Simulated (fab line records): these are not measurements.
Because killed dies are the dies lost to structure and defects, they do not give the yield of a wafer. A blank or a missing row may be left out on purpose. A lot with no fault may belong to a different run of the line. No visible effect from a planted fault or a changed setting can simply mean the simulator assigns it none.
fab line records | flow gf180mcu
[record] lots = 7 wafers = 21 lastDay = 34
route steps=602 shown DUAL_GATE@153 POLY_GATE@157
lots that met no fault: from a run of the same line without faults
startH: hours from the record's opening day to when the first of the lot's shown wafers began | waitH: hours elapsed since this lot's preceding step | " same as the row above | L1.1+2: several wafers, shown together as one row | - either no value or no given start | * or withheld: withheld | < > ~ a bound
route shown NAME@n: NAME is a module with steps in the file, n the number in the route of the first one | usual: mean and standard deviation over wafers with no fault | same: alike in all rows | chamber/n: place in a boat | sites: each site's reading | _std_site: standard deviation across them | _edge_site: inner sites' mean taken away from outer sites' mean | radiusMm: how far each site lies from the wafer's centre | mask NAME#n: copy n | behind: tool/chamber where the wafer was last shaped | hold: why the lot was held/for how many hours/how that ended | device: names the non-switching transistor (n, p or np) | end of line: the same wafers' tests at the end of the route | a step without rows: its recipe alone | killed: dies lost to structure and defects at the first sort, not the wafer's yield | map: a wafer's dies, marking killed ones x, the rest . and places with no die _
set.NAME: the setting the step ran with; set.NAME@STEP: the setting that earlier step ran with | model.NAME: the simulator's own value behind a step, which no gauge read
lots at selected steps of the route; one table per step, one row per wafer
services: when a tool's chamber went out of use (startH, in hours from the record's first day, below 0 if earlier), for how many hours, and the reason
[[steps]]
[step GF_DUAL_GATE_WET_ETCH_12]
[recipe] chemistry = dHF targetDepthNm = 13 dry = n2Spin target = SiO2 tempC = 25 dilution = 100:1 timeS = 260
[step GF_DUAL_GATE_STRIP_13]
[recipe] chemistry = O2/N2 powerW = 1400 pressureMtorr = 1500 platenTempC = 250 o2FlowSccm = 3000 n2FlowSccm = 300 overashFraction = 0.5
[usual] drypumpMotorCurrentA = 5.7/0.6 heaterPowerW = 333/34 o2FlowSccm = 3000/9.2 oesProductAu = 0.717/0.0046 stripTimeToEndpointS = 12.64/0.038
// columns lot.wafer tool chamber startH waitH drypumpMotorCurrentA heaterPowerW o2FlowSccm oesProductAu rfHoursCounterH stripTimeToEndpointS
L695.1 plasmaAsher-02 0 209.64 0.0 5.6 332 3008 0.710 54 12.60
L695.3 " 1 " " 6.4 330 2995 0.716 - 12.60
L695.6 " 1 " " 6.4 316 2993 0.718 - 12.58
L697.1 plasmaAsher-01 1 227.29 0.0 5.4 285 3009 0.718 44 12.66
L697.5 " 0 " " 4.8 319 2998 0.718 - 12.60
L697.6 " 1 " " 5.5 280 2998 0.718 - 12.66
L705.1 plasmaAsher-02 1 270.49 0.0 6.4 318 3008 0.713 60 12.67
L705.4 " 1 " " 6.4 318 3004 0.719 - 12.71
L705.5 " 1 " " 6.5 320 2996 0.723 - 12.71
L706.4 plasmaAsher-01 0 278.88 0.0 4.8 308 3001 0.719 - 12.56
L706.5 " 1 " " 5.4 287 3010 0.715 - 12.60
L706.6 " 0 " " 4.8 317 2987 0.709 - 12.56
L707.2 plasmaAsher-04 0 289.83 0.0 5.2 348 2999 0.719 65 12.64
L707.5 " 1 " " 6.5 397 3001 0.724 - 12.64
L707.6 " 0 " " 5.2 346 2997 0.718 - 12.62
L708.2 plasmaAsher-04 1 293.24 0.0 6.4 395 3028 0.713 66 12.63
L708.3 " 0 " " 5.2 347 2998 0.718 - 12.62
L708.5 " 1 " " 6.4 392 3019 0.717 - 12.62
L715.1 plasmaAsher-02 1 340.39 0.0 6.4 322 2998 0.724 66 12.67
L715.2 " 0 " " 5.6 332 3017 0.715 66 12.65
L715.5 " 1 " " 6.4 320 2994 0.714 - 12.65
[step GF_DUAL_GATE_CLEAN_14]
[recipe] chemistry = SC1/SC2 mix = 1:4:20 tempC = 70 timeS = 150 dry = n2Spin
[step GF_DUAL_GATE_OXIDATION_15]
[recipe] tempC = 850 ambient = O2 stabiliseS = 600 purgeS = 300 targetThkA = 70.98 oxTimeS = 1995
[step GF_POLY_GATE_CVD_00]
[recipe] material = poly-Si targetThkNm = 200 tempC = 620 timeS = 1200 pressureMtorr = 200
[step GF_POLY_GATE_THK_MEAS_01]
[recipe] reads = poly-Si_of_POLY_GATE_CVD_00
[usual] POLY_GATE_CVD_00_THK = 200.3/1.7
// columns lot.wafer tool chamber startH waitH POLY_GATE_CVD_00_THK[nm]
L695.1 filmMetro-04 - 212.68 0.0 202.4
L695.3 " - " " 202.6
L695.6 " - " " 203.5
L697.1 filmMetro-01 - 230.33 0.0 198.9
L697.5 " - " " 200.8
L697.6 " - " " 198.5
L705.1 filmMetro-01 - 273.53 0.0 198.0
L705.4 " - " " 200.9
L705.5 " - " " 198.5
L706.4 filmMetro-04 - 281.91 0.0 202.2
L706.5 " - " " 198.0
L706.6 " - " " 200.6
L707.2 filmMetro-01 - 292.88 0.0 199.6
L707.5 " - " " 196.8
L707.6 " - " " 199.3
L708.2 filmMetro-03 - 296.53 0.0 200.5
L708.3 " - " " 199.7
L708.5 " - " " 199.1
L715.1 filmMetro-04 - 345.89 0.0 200.5
L715.2 " - " " 198.8
L715.5 " - " " 200.6
[step GF_POLY_GATE_DEHYDRATE_02]
[recipe] tempC = 200 timeS = 60
[step GF_POLY_GATE_HMDS_03]
[recipe] primeTimeS = 60 primeTempC = 120
[step GF_POLY_GATE_COAT_04]
[recipe] resist = BARC tempC = withheld timeS = withheld spinRpm = withheld resistThkNm = withheld
[step GF_POLY_GATE_COAT_05]
[recipe] resist = KrF spinRpm = withheld resistThkNm = 700
[step GF_POLY_GATE_SOFTBAKE_06]
[recipe] tempC = 130 timeS = 60 resist = KrF
[step GF_POLY_GATE_EXPOSE_07]
[recipe] maskId = Poly2 targetCdNm = 280 na = 0.68 sourceShape = conventional sigmaOuter = 0.6 doseMj = 28
[step GF_POLY_GATE_PEB_08]
[recipe] pebTempC = 135 pebTimeS = 90 resist = KrF
[usual] chillPlateTempC = 23.00/0.098 exhaustPa = 45.1/0.84 heaterPowerTotalW = 85.70/0.082 plateTempC = 135.03/0.13
// columns lot.wafer tool chamber startH waitH chillPlateTempC exhaustPa heaterPowerTotalW plateTempC
L695.1 lithoTrack-02 0 231.10 - 22.96 45.9 85.61 134.77
L695.3 " 0 " " 22.97 45.7 85.81 134.89
L695.6 " 0 " " 23.17 45.4 85.73 134.83
L697.1 lithoTrack-01 0 248.33 - 23.11 45.3 85.70 134.84
L697.5 " 0 " " 23.09 45.4 85.75 135.25
L697.6 " 0 " " 22.97 44.5 85.60 134.93
L705.1 lithoTrack-02 - 293.30 - - - - -
L705.4 " - " " - - - -
L705.5 " - " " - - - -
L706.4 lithoTrack-01 - 301.43 - - - - -
L706.5 " - " " - - - -
L706.6 " - " " - - - -
L707.2 lithoTrack-04 - 312.86 - - - - -
L707.5 " - " " - - - -
L707.6 " - " " - - - -
L708.2 lithoTrack-04 0 317.16 - 23.12 46.1 85.66 134.92
L708.3 " 0 " " 22.99 45.9 85.78 135.11
L708.5 " 0 " " 23.04 45.4 85.69 135.04
L715.1 lithoTrack-04 0 367.98 - 22.89 45.5 85.79 135.19
L715.2 " 0 " " 23.04 45.5 85.63 135.00
L715.5 " 0 " " 22.97 45.9 85.66 135.26
[step GF_POLY_GATE_DEVELOP_09]
[recipe] developTimeS = 60 resist = KrF devTempC = 21
[[services]]
// columns tool chamber startH hours kind
plasmaAsher-02 - 283.59 3.6 repair
plasmaAsher-01 - 292.13 4.4 repair
[[key]]
[firstSign] step = GF_POLY_GATE_PEB_08 reading = toolRecord direction = missing
effect none on later readings
metAt GF_POLY_GATE_PEB_08
struckWafers L705.1,L705.4,L705.5,L706.4,L706.5,L706.6,L707.2,L707.5,L707.6
laterRowsLeftOut L705.1,L705.4,L705.5,L706.4,L706.5,L706.6,L707.2,L707.5,L707.6
sortLeftOut L705.1,L705.4,L705.5,L706.4,L706.5,L706.6,L707.2,L707.5,L707.6
testerLeftOut L705,L706,L707
onsetBetween 248.33 293.30
[fault] kind = skippedStepWhole tool = lithoTrack-01,lithoTrack-02,lithoTrack-04 chamber = - onsetH = 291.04 steps = GF_POLY_GATE_PEB_08 scope = struckLotsOnly
// testerLeftOut: of these lots the tester's yield and bins aren't shown, on N5 and GAA mostly nor the transistor test; their killed dies are dies lost to structure and defects alone, not to doping, threshold or leakage, so they don't give the yield
// sortLeftOut: the simulated sort isn't trusted on such a fault, so these wafers' sort isn't shown, and their yield isn't known
// laterRowsLeftOut: the simulator's readings of these wafers behind a module that went badly wrong aren't trusted and aren't shown, but for the sort
